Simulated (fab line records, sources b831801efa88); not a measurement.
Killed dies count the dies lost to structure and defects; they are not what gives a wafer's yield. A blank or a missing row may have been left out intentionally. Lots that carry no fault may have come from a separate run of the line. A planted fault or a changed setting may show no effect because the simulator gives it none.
A lot that was struck, set against a sound lot :: flow sky130 :: 14 out of 708 route steps
Sound: the wafers L182.2, L182.4, L182.5. The struck wafers were L188.4, L188.5, L188.6. Last of all comes the cause.
At each step with rows: each side's tool, then ch and its chambers, then its first start. Under that, the readings that differ: sound wafers :: struck wafers :: difference of the means :: sigmas: that difference in standard deviations of wafers without a fault.
alike: readings with means less than 2 such deviations apart, plus words and numbers identical on both sides. not compared: withheld readings, readings lacking a value on some wafer, bounds such as >300 that could conceal the same value, and numbers that have no deviation in the record and whose values overlap.
Wherever a step has rows on one side only, a row that says differs or no value, or a row with sigmas, the two part there. Numbers that don't overlap but have no deviation are shown without sigmas and don't part them. A reading missing from all wafers of one side parts the sides only when that side holds two or more wafers.

first, 4 steps without rows for these wafers: SKY_VIA3_SOFTBAKE_08 (time 90 s); SKY_VIA3_EXPOSE_09 (exposes mask VIM3, target cd 200 nm); SKY_VIA3_PEB_10; SKY_VIA3_DEVELOP_11 (develop time 60 s).
SKY_VIA3_CD_MEAS_12: target cd 200 nm.
  sound: cdSem-02 at day 41 05:51; struck: cdSem-01 at day 43 11:53
  alike: cdNm
SKY_VIA3_OVL_MEAS_13:
  sound: overlay-01 at day 41 05:58; struck: overlay-01 at day 43 11:58
  alike: VIA3_OVL
SKY_VIA3_ETCH_14: etches BARC in N2/H2, stops on SiO2, time 45.9 s, target depth 60 nm.
  sound on rieDiel-03 ch 0,1,3, day 41 05:59; struck on rieDiel-03 ch 1,2,3, day 43 11:59
  alike: drypumpMotorCurrentA, n2FlowSccm, oesProductAu, throttleValvePct
  not compared: rfHoursCounterH
SKY_VIA3_ETCH_15: etches SiO2 in C4F8/O2/Ar, stops on TiN, target depth 507 nm, time 78 s.
  sound on rieDiel-03 ch 0,1,3, day 41 06:02; struck on rieDiel-03 ch 1,2,3, day 43 12:02
  alike: oesProductAu
  not compared: rfHoursCounterH
SKY_VIA3_STRIP_16: strips in O2/N2.
  sound on plasmaAsher-04 ch 0,1, day 41 06:05; struck on plasmaAsher-03 ch 0,1, day 43 12:08
  alike: drypumpMotorCurrentA, n2FlowSccm, oesProductAu, stripTimeToEndpointS
  not compared: rfHoursCounterH
then, 3 steps without rows for these wafers: SKY_VIA3_STRIP_17 (strips in post etch residue remover, time 1200 s); SKY_VIA3_CLEAN_18 (cleans in IPA, time 180 s); SKY_VIA3_CLEAN_19 (cleans in O3/DIW).
SKY_VIA3_SPUTTER_20: material TiN, target thk 20 nm, time 80 s.
  sound: pvdSputter-01 at day 41 06:43; struck: pvdSputter-03 at day 43 12:41
  no value came back on the struck wafers for cathodeDcPowerW (W), chamberPressurePa (Pa), throttleValvePct (%), timeS (s); on the sound wafers cathodeDcPowerW (W) reads 4001.1 4000.5 4001.3
SKY_VIA3_CVD_21: deposits W, target thk 390 nm, time 117.31 s.
  sound on cvdW-02 ch 0,1, day 41 06:47; struck on cvdW-01 ch 0,1, day 43 12:47
  alike: heaterPowerW
  not compared: sinceWetCleanH

## WHERE THEY PART
Within this record, at SKY_VIA3_SPUTTER_20 only. Later steps at which nothing parts them and some readings are alike: SKY_VIA3_CVD_21.

WHY: whatever the simulator had introduced
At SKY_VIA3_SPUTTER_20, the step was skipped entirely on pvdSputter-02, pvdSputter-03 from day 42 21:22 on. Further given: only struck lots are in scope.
